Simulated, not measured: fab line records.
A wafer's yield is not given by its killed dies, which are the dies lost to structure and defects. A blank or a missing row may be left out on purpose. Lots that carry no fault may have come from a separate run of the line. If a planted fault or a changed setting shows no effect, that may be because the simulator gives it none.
Comparing a struck lot with a sound one || flow sky130 || 15 out of 708 route steps
Sound: the wafers L395.1, L395.4, L395.6. Wafers struck: L405.1, L405.3, L405.5. The cause comes at the end.
For every step that has rows: the tool of each side, followed by ch and its chambers, followed by its first start. Under that, the readings that differ: sound wafers || struck wafers || difference of the means || sigmas: that difference in standard deviations of wafers without a fault.
alike: a reading whose means differ by less than 2 such deviations, as well as words and numbers matching on both sides. not compared: withheld readings; readings where some wafer has no value; bounds like >300 that might hide an equal value; numbers whose values overlap and for which the record gives no deviation.
Wherever a step has rows on one side only, a row that says differs or no value, or a row with sigmas, the two part there. Numbers that don't overlap but have no deviation are shown without sigmas and don't part them. A reading missing from all wafers of one side parts the sides only when that side holds two or more wafers.

SKY_NWELL_TW_MEAS_26:
  sound: film-metro-04 at day 6 00:19; struck: film-metro-01 at day 8 18:07
  alike: NWELL_2_TW
then, 1 step without rows for these wafers: SKY_NWELL_CLEAN_27 (cleans in SC1/SC2, time 150 s).
SKY_NWELL_RTA_28: time 30 s.
  sound on rtp-anneal-01 ch 0, day 6 00:26; struck on rtp-anneal-01 ch 0, day 8 18:14
  alike: lamp-power-pct, wafer_temp_C_max
SKY_NWELL_RS_MEAS_29: a four-point-probe measurement.
  sound: film-metro-02 at day 6 00:32; struck: film-metro-01 at day 8 18:20
  alike: NWELL_RS
SKY_NWELL_RS_MEAS_31: a four-point-probe measurement.
  sound: film-metro-02 at day 6 00:46; struck: film-metro-01 at day 8 18:34
  alike: PWDE_RS
then, 6 steps without rows for these wafers: SKY_VT_ADJUST_HVTP_DEHYDRATE_00 (time 60 s); SKY_VT_ADJUST_HVTP_HMDS_01 (prime time 60 s); SKY_VT_ADJUST_HVTP_COAT_02 (resist thk 1140 nm); SKY_VT_ADJUST_HVTP_SOFTBAKE_03 (time 60 s); SKY_VT_ADJUST_HVTP_EXPOSE_04 (exposes mask HVTPM, target cd 380 nm); SKY_VT_ADJUST_HVTP_PEB_05.
SKY_VT_ADJUST_HVTP_DEVELOP_06: develop time 60 s.
  sound on litho-track-01 ch 0, day 6 19:22; struck on litho-track-04 ch 0, day 9 16:41
{"reading": "developer-temp-C (C)", "sound": "23.03 22.86 22.95", "struck": "25.31 25.29 25.33", "difference": "+2.36", "sigmas": "+21"}
SKY_VT_ADJUST_HVTP_CD_MEAS_07: the cd target is 380 nm.
  sound: cd-sem-02 at day 6 19:31; struck: cd-sem-02 at day 9 16:50
{"reading": "cd-nm (nm)", "sound": "382.4 378.3 379.4", "struck": "369.3 372.2 370.9", "difference": -9.2, "sigmas": -5}
SKY_VT_ADJUST_HVTP_OVL_MEAS_08:
  sound: overlay-02 at day 6 19:38; struck: overlay-02 at day 9 16:58
  alike: VT_ADJUST_HVTP_OVL
after that, 1 step had no rows for these wafers: SKY_PAD_OPEN_PROBE_99.

## WHERE THEY PART
At SKY_VT_ADJUST_HVTP_DEVELOP_06 first; at SKY_VT_ADJUST_HVTP_CD_MEAS_07 last (within this record only). Later steps at which nothing parts them and some readings are alike: SKY_VT_ADJUST_HVTP_OVL_MEAS_08.

WHY: what had been put in by the simulator
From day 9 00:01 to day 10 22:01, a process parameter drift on litho-track-04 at SKY_VT_ADJUST_HVTP_DEVELOP_06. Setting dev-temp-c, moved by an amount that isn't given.
